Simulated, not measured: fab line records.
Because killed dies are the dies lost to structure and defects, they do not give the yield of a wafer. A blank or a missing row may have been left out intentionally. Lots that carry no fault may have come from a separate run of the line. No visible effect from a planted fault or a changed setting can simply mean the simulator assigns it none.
Struck lot and sound lot, side by side || flow sky130 || 14 steps out of a route of 708
Sound: these wafers, L556.2, L556.3, L556.5. Wafers struck: L567.2, L567.5, L567.6. Last of all comes the cause.
For every step that has rows: the tool of each side, followed by ch and its chambers, followed by its first start. Under that, the readings that differ: sound wafers || struck wafers || difference of the means || sigmas: that difference in standard deviations of wafers without a fault.
alike: a reading whose means differ by less than 2 such deviations, as well as words and numbers matching on both sides. not compared: withheld readings; readings where some wafer has no value; bounds like >300 that might hide an equal value; numbers whose values overlap and for which the record gives no deviation.
A row with sigmas, a row that says differs or no value, or rows on one side alone: a step with any of these is where the two part. Numbers that have no deviation but don't overlap get no sigmas and don't part them. A reading that every wafer of one side lacks parts them only if that side has two wafers or more.

first, 2 steps without rows for these wafers: SKY_POLY_CUT_PEB_06; SKY_POLY_CUT_DEVELOP_07 (develop time 60 s).
SKY_POLY_CUT_CD_MEAS_08: the cd target is 270 nm.
  sound on cd_sem-02, day 25 17:07; struck on cd_sem-02, day 30 05:44
  alike: cd_nm
SKY_POLY_CUT_OVL_MEAS_09:
  sound on overlay-02, day 25 17:13; struck on overlay-02, day 30 05:50
  alike: POLY_CUT_OVL
SKY_POLY_CUT_ETCH_10: etches BARC in N2/H2, stops on SiO2, time 45.9 s, target depth 60 nm.
  sound on rie_diel-01 ch 0,1, day 25 17:15; struck on rie_diel-01 ch 1,2, day 30 05:52
  alike: drypump_motor_current_A, oes_product_au, rf_fwd_power_W, throttle_valve_pct
  not compared: rf_hours_counter_h
SKY_POLY_CUT_ETCH_11: etches Si3N4 in CF4/CH2F2/Ar, stops on poly-Si, time 42.5 s, target depth 60 nm.
  sound on rie_diel-01 ch 0,1, day 25 17:18; struck on rie_diel-01 ch 1,2, day 30 05:55
  alike: drypump_motor_current_A, oes_product_au, rf_fwd_power_W, throttle_valve_pct
  not compared: rf_hours_counter_h
SKY_POLY_CUT_STRIP_12: strips in O2/N2.
  sound on plasma_asher-04 ch 0,1, day 25 17:20; struck on plasma_asher-03 ch 0,1, day 30 05:57
  alike: drypump_motor_current_A, oes_product_au, strip_time_to_endpoint_s
  not compared: rf_hours_counter_h
then, 5 steps without rows for these wafers: SKY_SD_P_DEHYDRATE_00 (time 60 s); SKY_SD_P_HMDS_01 (prime time 60 s); SKY_SD_P_COAT_02 (resist thk 1140 nm); SKY_SD_P_SOFTBAKE_03 (time 60 s); SKY_SD_P_EXPOSE_04 (exposes mask PSDM, target cd 380 nm).
SKY_SD_P_PEB_05:
  struck on litho_track-04, day 31 09:43; sound on litho_track-04 ch 0, day 26 22:13
{"reading": "exhaust_pa (Pa)", "sound": "45.2 43.9 46.3", "struck": "- - -", "difference": "no value on the struck wafers", "sigmas": ""}
  not compared: chill_plate_temp_C
then, 1 step without rows for these wafers: SKY_SD_P_DEVELOP_06 (develop time 60 s).

== WHERE THEY PART ==
SKY_SD_P_PEB_05 only, going by this record.

WHY: whatever the simulator had introduced
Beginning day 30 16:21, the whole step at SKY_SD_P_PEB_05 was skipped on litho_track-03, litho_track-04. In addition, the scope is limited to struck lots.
